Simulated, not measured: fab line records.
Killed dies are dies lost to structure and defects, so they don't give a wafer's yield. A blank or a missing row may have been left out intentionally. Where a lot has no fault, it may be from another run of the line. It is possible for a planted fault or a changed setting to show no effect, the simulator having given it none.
Struck lot and sound lot, side by side	flow gf180mcu	15 out of 602 route steps
Sound: the wafers L500.3, L500.5, L500.6. Wafers L504.2, L504.3, L504.5 were the ones struck. The cause comes at the end.
Per side, at each step with rows, come the tool, then ch with its chambers, and then its first start. Under that, the readings that differ: sound wafers	struck wafers	difference of the means	sigmas: that difference in standard deviations of wafers without a fault.
alike: words and numbers the same on both sides, and readings whose means are apart by under 2 such deviations; not compared: readings that were withheld, readings missing a value for some wafer, numbers with overlapping values and no deviation given by the record, and bounds like >300 which may hide the same value.
A row with sigmas, a row that says differs or no value, or rows on one side alone: a step with any of these is where the two part. When numbers do not overlap yet have no deviation, they are printed without sigmas and do not part them. A reading that every wafer of one side lacks parts them only if that side has two wafers or more.

first, 3 steps without rows for these wafers: GF_V2_STRIP_18 (strips in O2/N2); GF_V2_STRIP_19 (strips in post etch residue remover, time 1200 s); GF_V2_CLEAN_20 (cleans in DIW).
GF_V2_SPUTTER_21: material Ti, target thk 15 nm, time 80.02 s.
  sound on pvd sputter-02, day 23 07:14; struck on pvd sputter-01, day 24 10:35
  alike: chamber pressure pa, throttle valve pct
then, 1 step without rows for these wafers: GF_V2_SPUTTER_22 (material TiN, target thk 10 nm, time 40 s).
GF_V2_CVD_23: deposits W, target thk 350 nm, time 104.94 s.
  sound on cvd w-02 ch 0,1, day 23 07:22; struck on cvd w-01 ch 0, day 24 10:41
  alike: heater power outer w, heater power w
GF_V2_RS_MEAS_24: the measuring method here is four-point-probe.
  sound on film metro-01, day 23 07:29; struck on film metro-02, day 24 10:49
  alike: V2_W_RS
GF_V2_THK_MEAS_25: measures by xrf.
  sound on film metro-01, day 23 07:35; struck on film metro-02, day 24 10:56
  alike: V2_W_THK
GF_V2_CMP_26: polishes, stops on SiO2, t overpolish 15 s, target thk 0 nm.
  sound on cmp-02 ch 0,3, day 23 07:40; struck on cmp-02 ch 0,1, day 24 10:59
  alike: motor current A, overpolish run s, time to endpoint s
GF_M3_SPUTTER_00: material Ti, target thk 37.5 nm, time 150 s.
  sound on pvd sputter-01, day 23 07:55; struck on pvd sputter-03, day 24 11:17
  alike: chamber pressure pa, throttle valve pct
then, 1 step without rows for these wafers: GF_M3_SPUTTER_01 (material TiN, target thk 30 nm, time 25 s).
GF_M3_SPUTTER_02: material AlCu, target thk 450 nm, time 23.9 s.
  sound on pvd sputter-01, day 23 08:03; struck on pvd sputter-03, day 24 11:25
  alike: chamber pressure pa, throttle valve pct
GF_M3_SPUTTER_03: material Ti, target thk 10 nm, time 6.7 s.
  sound on pvd sputter-01, day 23 08:05; struck on pvd sputter-03, day 24 11:26
reading	sound	struck	difference	sigmas
chamber pressure pa (Pa)	0.3009 0.2999 0.2999	0.3716 0.3719 0.3727	+0.0718	+99 or more
throttle valve pct (%)	29.3 29.3 30.5	27.0 28.8 26.6	-2.2	-3
then, 1 step without rows for these wafers: GF_M3_SPUTTER_04 (material TiN, target thk 50 nm, time 41.7 s).
-- the record jumps here: 8 days lie between the struck wafers' starts before and after (it left off in module M3 and takes up again in module PASSIVATION, whose first step shown is number 602 of the route) --
GF_PASSIVATION_PROBE_99:
  only the struck wafers here have rows in the record (prober-02, day 32 08:58); the sound ones have none

== WHERE THEY PART ==
Earliest at GF_M3_SPUTTER_03; latest, in this record, at GF_PASSIVATION_PROBE_99.

WHY: what the simulator had put in
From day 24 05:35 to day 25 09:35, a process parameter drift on pvd sputter-03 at GF_M3_SPUTTER_03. The setting chamber pressure pa was moved by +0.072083, starting from 0.3. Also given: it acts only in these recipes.
